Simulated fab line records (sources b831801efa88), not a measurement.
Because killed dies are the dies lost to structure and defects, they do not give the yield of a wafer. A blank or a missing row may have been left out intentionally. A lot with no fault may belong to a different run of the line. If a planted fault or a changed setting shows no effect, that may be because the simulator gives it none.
The tool behind it: which one? | flow gf180mcu | 14 lots with 42 wafers sampled at 3 steps, on a route of 602 steps

== WHAT THE GAUGES READ, wafer by wafer ==
GF_V3_THK_MEAS_01.
lot  | measured     | on           | V3_CVD_00_THK (nm)
L526 | day 21 05:54 | filmMetro-04 | 601 606 602
L529 | day 22 15:53 | filmMetro-04 | 600 599 605
L530 | day 23 05:26 | filmMetro-02 | 585 591 598
L531 | day 23 17:29 | filmMetro-04 | 591 590 614
L532 | day 24 04:40 | filmMetro-01 | 599 599 602
L533 | day 24 22:31 | filmMetro-04 | 604 615 611
L534 | day 25 02:13 | filmMetro-04 | 611 594 599
L535 | day 25 13:43 | filmMetro-02 | 602 608 613
L536 | day 25 22:22 | filmMetro-04 | 600 615 612
L538 | day 26 08:45 | filmMetro-04 | 597 601 604
L539 | day 26 21:18 | filmMetro-02 | 612 606 599
L540 | day 27 03:02 | filmMetro-02 | 600 603 594
L544 | day 28 04:57 | filmMetro-01 | 596 606 584
L547 | day 28 12:12 | filmMetro-01 | 589 598 596

== WHICH TOOL RAN EACH LOT (tool, then ch and the chambers of the sampled wafers, then the start) ==
lot  | GF_M3_SPUTTER_01            | GF_M3_SPUTTER_04
L526 | pvdSputter-01, day 20 04:55 | pvdSputter-01, day 20 04:59
L529 | pvdSputter-01, day 21 15:25 | pvdSputter-01, day 21 15:30
L530 | pvdSputter-01, day 22 05:51 | pvdSputter-01, day 22 05:56
L531 | pvdSputter-03, day 22 17:41 | pvdSputter-03, day 22 17:46
L532 | pvdSputter-01, day 23 04:32 | pvdSputter-01, day 23 04:37
L533 | pvdSputter-01, day 23 23:56 | pvdSputter-01, day 24 00:01
L534 | pvdSputter-03, day 24 02:47 | pvdSputter-03, day 24 02:52
L535 | pvdSputter-01, day 24 15:34 | pvdSputter-01, day 24 15:39
L536 | pvdSputter-01, day 25 00:11 | pvdSputter-01, day 25 00:16
L538 | pvdSputter-01, day 25 10:37 | pvdSputter-01, day 25 10:42
L539 | pvdSputter-03, day 25 20:41 | pvdSputter-03, day 25 20:46
L540 | pvdSputter-01, day 26 05:05 | pvdSputter-01, day 26 05:10
L544 | pvdSputter-01, day 27 07:19 | pvdSputter-01, day 27 07:23
L547 | pvdSputter-03, day 27 15:41 | pvdSputter-03, day 27 15:46
- GF_M3_SPUTTER_01: material TiN, target thk 30 nm, time 25 s.
- GF_M3_SPUTTER_04: material TiN, target thk 50 nm, time 41.7 s.

== WHAT THE TOOLS THEMSELVES READ (means of the sampled wafers that have a number; where no wafer has one, the mark that the record gives instead) ==
GF_M3_SPUTTER_01.
lot  | tool          | throttleValvePct (%)
L526 | pvdSputter-01 | 29.0
L529 | pvdSputter-01 | 29.6
L530 | pvdSputter-01 | 28.9
L531 | pvdSputter-03 | 29.7
L532 | pvdSputter-01 | 29.9
L533 | pvdSputter-01 | 29.7
L534 | pvdSputter-03 | 29.6
L535 | pvdSputter-01 | 29.1
L536 | pvdSputter-01 | 29.1
L538 | pvdSputter-01 | 29.8
L539 | pvdSputter-03 | 29.9
L540 | pvdSputter-01 | 29.2
L544 | pvdSputter-01 | 29.1
L547 | pvdSputter-03 | 29.7

GF_M3_SPUTTER_04.
lot  | tool          | throttleValvePct (%)
L526 | pvdSputter-01 | 29.1
L529 | pvdSputter-01 | 29.6
L530 | pvdSputter-01 | 28.9
L531 | pvdSputter-03 | 29.6
L532 | pvdSputter-01 | 29.9
L533 | pvdSputter-01 | 29.6
L534 | pvdSputter-03 | 29.6
L535 | pvdSputter-01 | 29.2
L536 | pvdSputter-01 | 29.2
L538 | pvdSputter-01 | 29.7
L539 | pvdSputter-03 | 29.7
L540 | pvdSputter-01 | 29.3
L544 | pvdSputter-01 | 29.3
L547 | pvdSputter-03 | 29.8

== THE ANSWER, worked out from the rows above alone ==
Rule: the usual values come from the lots themselves. Put in order of their means at a reading, lots are off if they are a third of the lots or fewer, leave a main group of 4 or more, and stand apart from it by a gap of 3 or more times the standard deviation of the main group's means; of several such gaps the widest counts. Not used: any main group whose means are identical at the precision the tables above print for the reading. A lot without any number at a reading at which 4 lots or more have one is off too. The other lots that the step has rows for count as sound. After the gauges, taken in route order, come the tools' own readings; for these a lot's mean is taken, as printed above. At the first step where some lot is off, the reading lying furthest off is the one used; lots without a number count as furthest.
No lot is off at any reading shown: from this, nothing can be told.

== WHAT THE SIMULATOR HAD PUT IN ==
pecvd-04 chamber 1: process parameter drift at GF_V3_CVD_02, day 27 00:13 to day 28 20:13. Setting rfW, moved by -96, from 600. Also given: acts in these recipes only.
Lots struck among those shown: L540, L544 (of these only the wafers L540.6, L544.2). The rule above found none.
